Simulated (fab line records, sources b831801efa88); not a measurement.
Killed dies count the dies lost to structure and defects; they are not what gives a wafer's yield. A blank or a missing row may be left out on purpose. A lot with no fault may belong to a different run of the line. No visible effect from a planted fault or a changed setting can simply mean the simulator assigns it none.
fab line records	flow sky130
[record] lots = 13	wafers = 39	lastDay = 50
route steps=708 shown FIELD_ISO@19 LDD_P@265 LDD_HVN@274 PAD_OPEN@708
lots that met no fault: from a run of the same line without faults
startH: hours from the record's first day to the start of the lot's first wafer shown	waitH: hours since the lot's step before	" unchanged from the row above	L1.1+2: a row that stands for several wafers	- either no value or no given start	* or withheld: withheld	< > ~ a bound
route shown NAME@n: NAME is a module with steps in the file, n the number in the route of the first one	usual: mean and standard deviation over wafers with no fault	same: alike in all rows	chamber/n: place in a boat	sites: the reading at each site	_std_site: the standard deviation of these	_edge_site: mean of outer sites minus mean of inner sites	radiusMm: for every site, how far away it sits from the centre of the wafer	mask NAME#n: copy n	behind: tool/chamber where the wafer was last shaped	hold: what put the lot on hold/how long, in hours/how the hold closed	device: names the non-switching transistor (n, p or np)	end of line: the route-end tests of the same wafers	where a step has no rows: the recipe by itself	killed: dies that structure and defects cost at the first sort, which is not the same as the wafer's yield	map: a wafer's dies, x killed, . not, _ none there
set.NAME: the setting as run; set.NAME@STEP: as run at that earlier step	model.NAME: the simulator's own value behind a step, which no gauge read
steps of the route over a sample of lots; a table a step, a row a wafer
services: when a tool's chamber went out of use (startH, in hours from the record's first day, below 0 if earlier), for how many hours, and the reason
[[steps]]
[step SKY_FIELD_ISO_WET_ETCH_18]
[recipe] chemistry = H3PO4	targetDepthNm = 25	tempC = 160	target = Si3N4	timeS = 286
[usual] runLengthS = 312.5/2.9
lot.wafer	tool	chamber	startH	waitH	runLengthS
L853.1	wetBench-01	1	32.32	0.0	311.9
L853.5	"	1	"	"	311.9
L853.6	"	1	"	"	311.9
L856.4	wetBench-02	2	44.46	0.0	313.8
L856.5	"	2	"	"	313.8
L856.6	"	2	"	"	313.8
L858.1	wetBench-01	2	57.23	0.0	337.7
L858.5	"	2	"	"	337.7
L858.6	"	2	"	"	337.7
L859.1	wetBench-01	0	61.58	0.0	334.6
L859.5	"	0	"	"	334.6
L859.6	"	0	"	"	334.6
L861.1	wetBench-03	2	70.48	0.0	310.9
L861.2	"	2	"	"	310.9
L861.4	"	2	"	"	310.9
L865.2	wetBench-03	1	93.03	0.0	309.6
L865.3	"	1	"	"	309.6
L865.6	"	1	"	"	309.6
L866.2	wetBench-03	1	96.57	0.0	309.4
L866.3	"	1	"	"	309.4
L866.6	"	1	"	"	309.4
L867.1	wetBench-03	3	102.01	0.0	312.7
L867.2	"	3	"	"	312.7
L867.3	"	3	"	"	312.7
L868.1	wetBench-02	0	108.97	0.0	312.7
L868.5	"	0	"	"	312.7
L868.6	"	0	"	"	312.7
L870.3	wetBench-02	0	117.08	0.0	311.6
L870.5	"	0	"	"	311.6
L870.6	"	0	"	"	311.6
L871.2	wetBench-01	0	121.07	0.0	309.6
L871.5	"	0	"	"	309.6
L871.6	"	0	"	"	309.6
L873.1	wetBench-03	1	134.31	0.0	309.7
L873.4	"	1	"	"	309.7
L873.5	"	1	"	"	309.7
L874.1	wetBench-02	3	138.01	0.0	312.0
L874.5	"	3	"	"	312.0
L874.6	"	3	"	"	312.0
[step SKY_FIELD_ISO_CMP_27]
[recipe] stopOn = Si3N4	tOverpolishS = 16	downForcePsi = 4	platenRpm = 60	targetThkNm = 457.8	padVelocityMS = 0.94248
[usual] headPressurePsi = 4.001/0.009	motorCurrentA = 12.4/0.9	overpolishRunS = 16.000/0.009	timeToEndpointS = 109/4.7
lot.wafer	tool	chamber	startH	waitH	headPressurePsi	motorCurrentA	overpolishRunS	timeToEndpointS
L853.1	cmp-02	2	38.16	0.1	4.001	13.6	16.003	109
L853.5	"	0	"	"	4.008	11.9	16.004	104
L853.6	"	1	"	"	4.000	11.9	16.016	111
L856.4	cmp-02	0	53.53	0.0	3.993	11.6	15.991	108
L856.5	"	0	"	"	3.996	12.2	15.995	109
L856.6	"	1	"	"	4.001	11.8	16.000	113
L858.1	cmp-01	3	66.00	0.3	3.985	11.7	16.007	114
L858.5	"	3	"	"	3.998	12.2	15.980	112
L858.6	"	0	"	"	4.016	11.7	15.997	114
L859.1	cmp-01	0	68.49	0.1	3.998	12.0	15.986	114
L859.5	"	3	"	"	3.998	12.3	16.002	115
L859.6	"	0	"	"	4.002	12.3	16.000	112
L861.1	cmp-01	2	74.08	0.0	4.004	12.4	15.997	110
L861.2	"	3	"	"	4.001	12.6	16.011	110
L861.4	"	1	"	"	3.993	11.1	15.991	110
L865.3	cmp-02	0	96.21	0.1	3.999	11.9	15.997	109
L865.2	"	1	"	"	3.992	12.0	15.993	111
L865.6	"	3	"	"	4.004	14.1	15.986	114
L866.3	cmp-02	0	99.76	0.1	3.998	11.8	16.001	99
L866.2	"	2	"	"	3.994	14.0	15.993	103
L866.6	"	0	"	"	3.996	11.8	15.995	99
L867.1	cmp-01	3	109.78	0.1	4.016	12.0	16.016	116
L867.3	"	0	"	"	3.996	12.2	15.996	119
L867.2	"	1	"	"	3.994	11.8	16.016	119
L868.1	cmp-02	0	115.77	0.1	3.999	10.5	15.999	106
L868.6	"	1	"	"	4.021	12.7	15.992	106
L868.5	"	2	"	"	3.979	13.6	16.004	105
L870.3	cmp-02	2	126.11	0.1	4.010	13.0	16.022	103
L870.5	"	3	"	"	3.993	13.3	16.002	104
L870.6	"	0	"	"	4.006	10.8	15.994	102
L871.2	cmp-02	1	129.08	0.1	4.015	12.1	15.990	106
L871.6	"	3	"	"	4.005	14.4	16.002	106
L871.5	"	0	"	"	3.985	11.6	16.000	101
L873.1	cmp-01	0	139.21	0.0	4.003	12.1	15.993	114
L873.4	"	3	"	"	3.999	12.8	15.997	118
L873.5	"	1	"	"	3.997	11.3	15.983	113
L874.1	cmp-01	2	141.33	0.1	4.002	12.0	16.005	118
L874.5	"	0	"	"	4.001	12.4	15.994	114
L874.6	"	1	"	"	4.024	11.7	15.999	117
[step SKY_LDD_P_STRIP_10]
[recipe] chemistry = O2/N2	powerW = 1400	pressureMtorr = 1500	platenTempC = withheld	o2FlowSccm = 3000	n2FlowSccm = 300	overashFraction = 0.5
[usual] drypumpMotorCurrentA = 5.6/0.45	oesProductAu = 0.716/0.0047	stripTimeToEndpointS = 14.20/0.035
lot.wafer	tool	chamber	startH	waitH	drypumpMotorCurrentA	oesProductAu	rfHoursCounterH	stripTimeToEndpointS
L853.1	plasmaAsher-03	0	447.54	0.1	6.2	0.710	34	14.18
L853.5	"	0	"	"	6.2	0.718	-	14.17
L853.6	"	1	"	"	5.3	0.710	-	14.19
L856.4	plasmaAsher-02	1	471.36	0.1	4.7	0.711	-	14.18
L856.5	"	0	"	"	5.4	0.713	-	14.20
L856.6	"	1	"	"	4.7	0.713	-	14.19
L858.1	plasmaAsher-03	1	488.94	0.1	5.3	0.711	38	14.25
L858.5	"	1	"	"	5.4	0.715	-	14.24
L858.6	"	0	"	"	6.2	0.721	-	14.22
L859.1	plasmaAsher-04	1	494.92	0.1	5.8	0.720	6	14.16
L859.5	"	1	"	"	5.8	0.720	-	14.21
L859.6	"	0	"	"	5.4	0.714	-	14.17
L861.1	plasmaAsher-03	0	506.37	0.1	6.2	0.713	40	14.16
L861.2	"	1	"	"	5.3	0.713	40	14.17
L861.4	"	0	"	"	6.2	0.718	-	14.21
L866.2	plasmaAsher-03	0	547.42	0.1	6.2	0.715	44	14.18
L866.3	"	0	"	"	6.2	0.715	-	14.19
L866.6	"	1	"	"	5.4	0.721	-	14.20
L865.2	plasmaAsher-02	1	548.72	0.1	4.7	0.712	70	14.22
L865.3	"	1	"	"	4.7	0.718	-	14.24
L865.6	"	0	"	"	5.4	0.719	-	14.22
L867.1	plasmaAsher-02	0	568.32	0.1	5.4	0.717	72	14.18
L867.2	"	1	"	"	4.8	0.715	72	14.16
L867.3	"	0	"	"	5.4	0.724	-	14.17
L868.1	plasmaAsher-04	1	575.22	0.1	5.8	0.712	15	14.18
L868.5	"	1	"	"	5.8	0.712	-	14.14
L868.6	"	0	"	"	5.4	0.712	-	14.15
L870.3	plasmaAsher-03	0	588.55	0.1	6.2	0.721	-	14.20
L870.5	"	0	"	"	6.2	0.713	-	14.18
L870.6	"	1	"	"	5.4	0.718	-	14.25
L871.2	plasmaAsher-03	0	597.87	0.1	6.2	0.724	49	14.20
L871.5	"	1	"	"	5.3	0.716	-	14.18
L871.6	"	0	"	"	6.2	0.715	-	14.18
L873.1	plasmaAsher-04	1	612.63	0.1	5.8	0.709	18	14.27
L873.4	"	1	"	"	5.8	0.720	-	14.24
L873.5	"	0	"	"	5.4	0.724	-	14.24
L874.1	plasmaAsher-03	1	615.08	0.1	5.3	0.719	51	14.22
L874.5	"	0	"	"	6.2	0.725	-	14.23
L874.6	"	1	"	"	5.3	0.721	-	14.24
[step SKY_LDD_HVN_OVL_MEAS_07]
[usual] LDD_HVN_OVL = 0.6/1.4
lot.wafer	tool	chamber	startH	waitH	LDD_HVN_OVL[nm]
L853.1	overlay-02	-	477.72	0.1	-1.3
L853.5	"	-	"	"	1.2
L853.6	"	-	"	"	-0.7
L856.4	overlay-01	-	501.95	0.1	1.0
L856.5	"	-	"	"	0.2
L856.6	"	-	"	"	-0.4
L858.1	overlay-02	-	519.47	0.1	2.9
L858.5	"	-	"	"	-0.4
L858.6	"	-	"	"	-0.3
L859.1	overlay-02	-	525.38	0.1	3.2
L859.5	"	-	"	"	1.1
L859.6	"	-	"	"	2.4
L861.1	overlay-02	-	536.83	0.1	0.2
L861.2	"	-	"	"	-0.6
L861.4	"	-	"	"	-0.7
L866.2	overlay-02	-	576.52	0.1	1.2
L866.3	"	-	"	"	-0.2
L866.6	"	-	"	"	1.0
L865.2	overlay-02	-	578.03	0.1	-1.6
L865.3	"	-	"	"	0.0
L865.6	"	-	"	"	0.0
L867.1	overlay-01	-	597.83	0.1	3.0
L867.2	"	-	"	"	-0.4
L867.3	"	-	"	"	0.1
L868.1	overlay-01	-	604.63	0.1	1.5
L868.5	"	-	"	"	4.1
L868.6	"	-	"	"	2.7
L870.3	overlay-01	-	617.03	0.1	0.9
L870.5	"	-	"	"	1.2
L870.6	"	-	"	"	1.9
L871.2	overlay-01	-	627.07	0.1	1.9
L871.5	"	-	"	"	2.5
L871.6	"	-	"	"	2.1
L873.1	overlay-01	-	640.92	0.1	4.0
L873.4	"	-	"	"	2.0
L873.5	"	-	"	"	3.0
L874.1	overlay-02	-	643.58	0.1	0.4
L874.5	"	-	"	"	0.4
L874.6	"	-	"	"	-0.2
[step SKY_PAD_OPEN_PROBE_99]
[usual] defectLimitedYield = 82.9/1.8	killed_at_M0_to_M3 = 42/7.2	killed_at_M4_up = 3.2/1.8	killedAtContacts = 24/5.4	killedAtFrontEnd = 15/4	killedAtOther = 0.3/0.59	killedDies = 84/9	killedOnRim = 17/3.3	killedOpen = 46/7.1	killedShort = 38/6	sort_bin_3_pad_short = 0.8/0.41	sort_bin_5_function = 10.1/1.3	sort_bin_6_memory = 6.3/1.2	sortNPass = 408/9	sortYieldPct = 82.9/1.8
[same] grossDies = 492	killedAtBackSide = 0	sort_bin_4_leakage[%] = 0	sort_bin_8_speed[%] = 0
lot.wafer	tool	chamber	startH	waitH	defectLimitedYield[%]	killed_at_M0_to_M3	killed_at_M4_up	killedAtContacts	killedAtFrontEnd	killedAtOther	killedDies	killedOnRim	killedOpen	killedShort	sort_bin_3_pad_short[%]	sort_bin_5_function[%]	sort_bin_6_memory[%]	sortNPass	sortYieldPct[%]
L853.1	prober-01	-	1087.45	0.1	82.1	54	2	24	8	0	88	20	48	40	1.6	10.6	5.7	404	82.1
L853.5	prober-01	-	1087.65	0.2	83.3	45	3	16	16	2	82	17	34	47	0.4	8.7	7.5	410	83.3
L853.6	prober-01	-	1087.70	0.2	82.5	41	6	25	13	1	86	17	41	44	0.6	9.8	7.1	406	82.5
L856.4	prober-02	-	1108.59	0.2	80.7	50	6	29	10	0	95	23	50	45	1.4	11.2	6.7	397	80.7
L856.5	prober-02	-	1108.64	0.2	80.1	47	5	26	20	0	98	18	50	48	1.0	10.2	8.7	394	80.1
L856.6	prober-02	-	1108.69	0.2	80.1	50	0	34	13	1	98	15	56	42	0.8	11.0	8.1	394	80.1
L861.1	prober-01	-	1128.56	0.1	82.9	52	3	19	9	1	84	19	41	40	0.2	9.6	7.3	408	82.9
L861.2	prober-01	-	1128.61	0.1	80.3	55	5	27	10	0	97	14	54	43	0	12.8	6.9	395	80.3
L861.4	prober-01	-	1128.71	0.2	82.1	47	0	27	14	0	88	22	42	46	0.8	11.0	6.1	404	82.1
L866.2	prober-01	-	1154.83	0.1	81.7	45	2	26	17	0	90	19	53	37	0.8	8.3	9.1	402	81.7
L866.3	prober-01	-	1154.88	0.2	77.6	54	4	35	15	2	110	21	53	56	0.8	11.6	10.0	382	77.6
L866.6	prober-01	-	1155.03	0.2	82.5	50	3	22	11	0	86	15	56	30	0.4	12.0	5.1	406	82.5
L865.2	prober-02	-	1156.17	0.1	82.9	42	3	22	17	0	84	18	44	40	1.0	10.4	5.7	408	82.9
L865.3	prober-02	-	1156.22	0.2	81.1	47	3	20	23	0	93	22	49	44	0.8	9.8	8.3	399	81.1
L865.6	prober-02	-	1156.37	0.2	85.8	34	0	26	10	0	70	19	44	26	0.8	8.1	5.3	422	85.8
L867.1	prober-01	-	1168.84	0.1	81.9	34	1	29	25	0	89	22	53	36	0.6	11.6	5.9	403	81.9
L867.2	prober-01	-	1168.89	0.1	82.3	40	6	26	15	0	87	15	48	39	0.8	11.6	5.3	405	82.3
L867.3	prober-01	-	1168.94	0.2	84.6	32	6	24	14	0	76	13	39	37	1.2	9.1	5.1	416	84.6
L868.1	prober-02	-	1171.13	0.1	84.1	45	6	19	8	0	78	10	33	44	1.0	9.8	5.1	414	84.1
L868.5	prober-02	-	1171.33	0.2	81.7	49	4	21	15	1	90	11	45	45	0	11.4	6.9	402	81.7
L868.6	prober-02	-	1171.38	0.2	85.8	27	7	20	15	1	70	16	37	32	0.8	9.1	4.3	422	85.8
L870.3	prober-02	-	1176.18	0.2	82.1	54	3	13	17	1	88	20	45	43	1.0	10.4	6.5	404	82.1
L870.5	prober-02	-	1176.28	0.2	85.0	25	7	30	12	0	74	14	38	36	0.6	9.1	5.3	418	85.0
L870.6	prober-02	-	1176.33	0.2	82.1	41	1	31	15	0	88	26	49	39	1.4	8.1	8.3	404	82.1
L871.2	prober-01	-	1180.45	0.1	79.3	61	1	25	15	0	102	21	69	33	0.6	11.6	8.5	390	79.3
L871.5	prober-01	-	1180.60	0.2	83.1	31	8	26	18	0	83	11	56	27	0.4	9.6	6.9	409	83.1
L871.6	prober-01	-	1180.65	0.2	79.9	48	1	36	14	0	99	24	56	43	1.0	11.6	7.5	393	79.9
L873.1	prober-01	-	1185.72	0.1	81.1	60	0	20	13	0	93	18	58	35	0.8	9.6	8.5	399	81.1
L873.4	prober-01	-	1185.87	0.2	82.9	51	4	22	7	0	84	17	51	33	0.4	11.2	5.5	408	82.9
L873.5	prober-01	-	1185.92	0.2	81.1	45	1	30	17	0	93	20	48	45	1.2	8.1	9.6	399	81.1
L874.1	prober-02	-	1188.84	0.1	84.3	42	3	23	9	0	77	17	44	33	0	11.0	4.7	415	84.3
L874.5	prober-02	-	1189.04	0.2	85.2	35	4	19	15	0	73	15	46	27	0.6	7.9	6.3	419	85.2
L874.6	prober-02	-	1189.09	0.2	80.7	43	4	33	15	0	95	18	52	43	0.8	12.0	6.5	397	80.7
// killed by level:class
L853.1 VIA1:geometricParticle:open=12 CONTACT:geometricParticle:open=9 VIA3:geometricParticle:open=9 METAL2:geometricParticle:short=9 VIA2:geometricParticle:open=6 CONTACT:geometricParticle:short=5 METAL3:geometricParticle:short=5 LI_CONTACT:geometricParticle:open=4
L853.5 POLY_GATE:geometricParticle:short=8 VIA2:geometricParticle:short=8 VIA1:geometricParticle:open=8 METAL1:geometricParticle:short=7 VIA2:geometricParticle:open=7 LOCAL_INTERCONNECT:geometricParticle:short=6 METAL2:geometricParticle:short=5 CONTACT:geometricParticle:open=4
L853.6 VIA1:geometricParticle:open=10 VIA2:geometricParticle:open=8 LI_CONTACT:geometricParticle:open=7 METAL2:geometricParticle:short=7 LOCAL_INTERCONNECT:geometricParticle:short=6 CONTACT:geometricParticle:open=6 POLY_GATE:geometricParticle:short=5 CONTACT:geometricParticle:short=5
L856.4 CONTACT:geometricParticle:open=16 METAL1:geometricParticle:short=10 VIA1:geometricParticle:open=9 VIA3:geometricParticle:open=8 METAL2:geometricParticle:short=7 LI_CONTACT:geometricParticle:short=5 VIA3:geometricParticle:short=5 METAL4:geometricParticle:short=4
L856.5 VIA1:geometricParticle:open=13 CONTACT:geometricParticle:open=10 FIELD_ISO:geometricParticle:short=7 VIA3:geometricParticle:open=7 METAL2:geometricParticle:short=6 METAL3:geometricParticle:short=6 LOCAL_INTERCONNECT:geometricParticle:short=5 POLY_GATE:geometricParticle:open=5
L856.6 VIA1:geometricParticle:open=14 CONTACT:geometricParticle:open=9 METAL2:geometricParticle:short=9 VIA2:geometricParticle:open=8 LI_CONTACT:geometricParticle:open=7 FIELD_ISO:geometricParticle:open=6 LOCAL_INTERCONNECT:geometricParticle:short=6 LI_CONTACT:geometricParticle:short=5
L861.1 VIA1:geometricParticle:open=14 METAL2:geometricParticle:short=7 CONTACT:geometricParticle:open=6 VIA1:geometricParticle:short=6 LI_CONTACT:geometricParticle:open=5 VIA2:geometricParticle:open=5 VIA2:geometricParticle:short=5 VIA3:geometricParticle:short=4
L861.2 VIA1:geometricParticle:open=16 METAL2:geometricParticle:short=14 CONTACT:geometricParticle:open=10 VIA3:geometricParticle:open=9 VIA2:geometricParticle:open=6 LOCAL_INTERCONNECT:geometricParticle:short=5 LI_CONTACT:geometricParticle:open=4 LI_CONTACT:geometricParticle:short=4
L861.4 VIA1:geometricParticle:open=14 METAL2:geometricParticle:short=8 CONTACT:geometricParticle:open=8 VIA1:geometricParticle:short=7 LI_CONTACT:geometricParticle:short=6 VIA3:geometricParticle:open=6 FIELD_ISO:geometricParticle:open=5 LI_CONTACT:geometricParticle:open=5
L866.2 VIA1:geometricParticle:open=10 VIA3:geometricParticle:open=10 CONTACT:geometricParticle:open=8 CONTACT:geometricParticle:short=6 VIA1:geometricParticle:short=6 LI_CONTACT:geometricParticle:open=5 METAL1:geometricParticle:short=5 VIA2:geometricParticle:open=5
L866.3 VIA1:geometricParticle:open=11 CONTACT:geometricParticle:open=10 VIA2:geometricParticle:open=9 LOCAL_INTERCONNECT:geometricParticle:short=7 CONTACT:geometricParticle:short=7 METAL3:geometricParticle:short=7 POLY_GATE:geometricParticle:open=6 LI_CONTACT:geometricParticle:open=6
L866.6 VIA1:geometricParticle:open=18 CONTACT:geometricParticle:open=8 VIA3:geometricParticle:open=8 LI_CONTACT:geometricParticle:open=7 VIA2:geometricParticle:open=6 FIELD_ISO:geometricParticle:short=4 VIA2:geometricParticle:short=4 LOCAL_INTERCONNECT:geometricParticle:short=3
L865.2 VIA1:geometricParticle:open=12 VIA2:geometricParticle:open=8 FIELD_ISO:geometricParticle:short=7 VIA1:geometricParticle:short=6 POLY_GATE:geometricParticle:short=5 LI_CONTACT:geometricParticle:open=5 LOCAL_INTERCONNECT:geometricParticle:short=5 CONTACT:geometricParticle:open=5
L865.3 VIA1:geometricParticle:open=10 CONTACT:geometricParticle:open=9 METAL2:geometricParticle:short=8 VIA2:geometricParticle:open=7 FIELD_ISO:geometricParticle:short=6 POLY_GATE:geometricParticle:open=5 LI_CONTACT:geometricParticle:open=4 METAL1:geometricParticle:short=4
L865.6 LI_CONTACT:geometricParticle:open=11 VIA2:geometricParticle:open=8 CONTACT:geometricParticle:open=6 VIA1:geometricParticle:open=6 VIA1:geometricParticle:short=5 VIA3:geometricParticle:open=5 LOCAL_INTERCONNECT:geometricParticle:short=4 METAL3:geometricParticle:short=4
L867.1 VIA1:geometricParticle:open=11 CONTACT:geometricParticle:open=9 FIELD_ISO:geometricParticle:open=8 FIELD_ISO:geometricParticle:short=7 LOCAL_INTERCONNECT:geometricParticle:short=6 VIA2:geometricParticle:open=6 POLY_GATE:geometricParticle:open=5 LI_CONTACT:geometricParticle:open=4
L867.2 CONTACT:geometricParticle:open=8 VIA3:geometricParticle:open=8 CONTACT:geometricParticle:short=7 VIA1:geometricParticle:open=7 LI_CONTACT:geometricParticle:open=6 VIA2:geometricParticle:open=5 METAL1:geometricParticle:short=4 METAL2:geometricParticle:short=4
L867.3 METAL1:geometricParticle:short=7 VIA1:geometricParticle:open=7 LI_CONTACT:geometricParticle:open=6 LOCAL_INTERCONNECT:geometricParticle:short=6 VIA2:geometricParticle:open=6 CONTACT:geometricParticle:open=5 FIELD_ISO:geometricParticle:short=4 METAL4:geometricParticle:short=4
L868.1 VIA1:geometricParticle:open=11 CONTACT:geometricParticle:open=7 VIA2:geometricParticle:open=7 METAL1:geometricParticle:short=6 VIA2:geometricParticle:short=6 METAL2:geometricParticle:short=6 CONTACT:geometricParticle:short=5 METAL4:geometricParticle:short=5
L868.5 METAL2:geometricParticle:short=12 CONTACT:geometricParticle:open=9 VIA1:geometricParticle:open=9 CONTACT:geometricParticle:short=8 VIA3:geometricParticle:open=7 POLY_GATE:geometricParticle:short=6 VIA2:geometricParticle:open=6 FIELD_ISO:geometricParticle:open=3
L868.6 LI_CONTACT:geometricParticle:open=8 VIA1:geometricParticle:open=6 LOCAL_INTERCONNECT:geometricParticle:short=5 CONTACT:geometricParticle:open=5 VIA3:geometricParticle:short=5 POLY_GATE:geometricParticle:short=4 VIA3:geometricParticle:open=4 VIA1:geometricParticle:short=3
L870.3 VIA1:geometricParticle:open=11 VIA2:geometricParticle:open=9 POLY_GATE:geometricParticle:short=8 VIA3:geometricParticle:open=8 METAL1:geometricParticle:short=7 LI_CONTACT:geometricParticle:open=6 METAL2:geometricParticle:short=6 METAL3:geometricParticle:short=6
L870.5 CONTACT:geometricParticle:open=13 LI_CONTACT:geometricParticle:open=8 METAL4:geometricParticle:short=5 VIA1:geometricParticle:short=5 VIA1:geometricParticle:open=5 METAL3:geometricParticle:short=5 POLY_GATE:geometricParticle:short=4 LOCAL_INTERCONNECT:geometricParticle:short=4
L870.6 LI_CONTACT:geometricParticle:open=11 CONTACT:geometricParticle:short=8 METAL2:geometricParticle:short=7 VIA1:geometricParticle:open=6 VIA3:geometricParticle:open=6 LOCAL_INTERCONNECT:geometricParticle:short=5 CONTACT:geometricParticle:open=5 VIA2:geometricParticle:open=5
L871.2 VIA1:geometricParticle:open=18 LI_CONTACT:geometricParticle:open=12 VIA3:geometricParticle:open=9 CONTACT:geometricParticle:open=8 VIA2:geometricParticle:open=7 METAL1:geometricParticle:short=7 VIA1:geometricParticle:short=6 METAL2:geometricParticle:short=6
L871.5 LI_CONTACT:geometricParticle:open=8 VIA1:geometricParticle:open=8 CONTACT:geometricParticle:open=7 VIA3:geometricParticle:open=7 METAL4:geometricParticle:short=6 VIA2:geometricParticle:open=6 POLY_GATE:geometricParticle:open=5 FIELD_ISO:geometricParticle:open=4
L871.6 CONTACT:geometricParticle:open=17 VIA1:geometricParticle:open=13 METAL2:geometricParticle:short=8 LI_CONTACT:geometricParticle:open=7 CONTACT:geometricParticle:short=6 VIA3:geometricParticle:open=6 METAL3:geometricParticle:short=5 FIELD_ISO:geometricParticle:open=4
L873.1 VIA2:geometricParticle:open=13 VIA1:geometricParticle:open=11 CONTACT:geometricParticle:open=10 VIA3:geometricParticle:open=7 VIA1:geometricParticle:short=6 VIA2:geometricParticle:short=6 LI_CONTACT:geometricParticle:open=5 METAL1:geometricParticle:short=5
L873.4 VIA1:geometricParticle:open=12 CONTACT:geometricParticle:open=11 VIA2:geometricParticle:open=10 VIA1:geometricParticle:short=8 VIA3:geometricParticle:short=5 LOCAL_INTERCONNECT:geometricParticle:short=5 VIA2:geometricParticle:short=5 LI_CONTACT:geometricParticle:open=3
L873.5 CONTACT:geometricParticle:open=9 LOCAL_INTERCONNECT:geometricParticle:short=8 METAL1:geometricParticle:short=7 LI_CONTACT:geometricParticle:open=7 VIA2:geometricParticle:open=7 VIA3:geometricParticle:open=7 VIA1:geometricParticle:open=6 METAL2:geometricParticle:short=5
L874.1 VIA2:geometricParticle:open=9 VIA1:geometricParticle:open=9 CONTACT:geometricParticle:open=7 METAL1:geometricParticle:short=7 LI_CONTACT:geometricParticle:open=6 FIELD_ISO:geometricParticle:open=4 LOCAL_INTERCONNECT:geometricParticle:short=4 METAL2:geometricParticle:short=4
L874.5 CONTACT:geometricParticle:open=8 VIA1:geometricParticle:open=8 LI_CONTACT:geometricParticle:open=7 VIA2:geometricParticle:open=7 VIA3:geometricParticle:open=7 FIELD_ISO:geometricParticle:short=5 POLY_GATE:geometricParticle:short=4 METAL1:geometricParticle:short=4
L874.6 CONTACT:geometricParticle:open=11 CONTACT:geometricParticle:short=10 VIA3:geometricParticle:open=8 LI_CONTACT:geometricParticle:open=7 METAL1:geometricParticle:short=7 VIA1:geometricParticle:open=7 VIA2:geometricParticle:open=7 METAL2:geometricParticle:short=6
[[services]]
tool	chamber	startH	hours	kind
cmp-02	-	64.00	4.0	pm
cmp-02	-	72.13	1.7	repair
plasmaAsher-03	-	74.09	0.9	repair
plasmaAsher-03	-	108.75	9.0	pm
cmp-01	-	112.65	0.6	repair
cmp-02	-	138.09	4.6	pm
cmp-01	-	152.38	2.8	repair
cmp-02	-	191.25	1.1	repair
cmp-01	-	222.85	3.7	pm
cmp-01	-	232.00	4.0	pm
cmp-02	-	236.01	16.8	pm
cmp-01	-	241.87	4.1	repair
cmp-02	-	257.51	1.1	repair
cmp-02	-	284.09	0.3	repair
cmp-02	-	323.40	1.9	repair
cmp-02	-	351.70	1.1	repair
cmp-02	-	371.36	5.9	repair
cmp-02	-	404.00	4.0	pm
cmp-02	-	451.54	2.6	repair
cmp-02	-	506.31	1.7	repair
cmp-02	-	508.01	5.3	pm
cmp-02	-	562.91	0.5	repair
cmp-02	-	600.66	0.3	repair
cmp-02	-	609.83	6.8	pm
[[key]]
[firstSign] step = SKY_FIELD_ISO_WET_ETCH_18	reading = runLengthS	direction = up	sigmas = 8.2	usual = *	struck = *
effect none on later readings
metAt SKY_FIELD_ISO_WET_ETCH_18
struckLots L858,L859
rowsEnd L858.1,L858.5,L858.6,L859.1,L859.5,L859.6
notActingAt SKY_FIELD_ISO_CMP_27,SKY_LDD_P_STRIP_10,SKY_LDD_HVN_OVL_MEAS_07
onsetBetween 32.32 57.23
[fault] kind = processParameterDrift	tool = wetBench-01	chamber = -	onsetH = 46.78	steps = SKY_FIELD_ISO_WET_ETCH_18	channel = timeS	offset = *	shape = step	endH = 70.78	actsIn = *	stated = *
// rowsEnd: these wafers met a further fault down the route, and their rows from its step on are left out
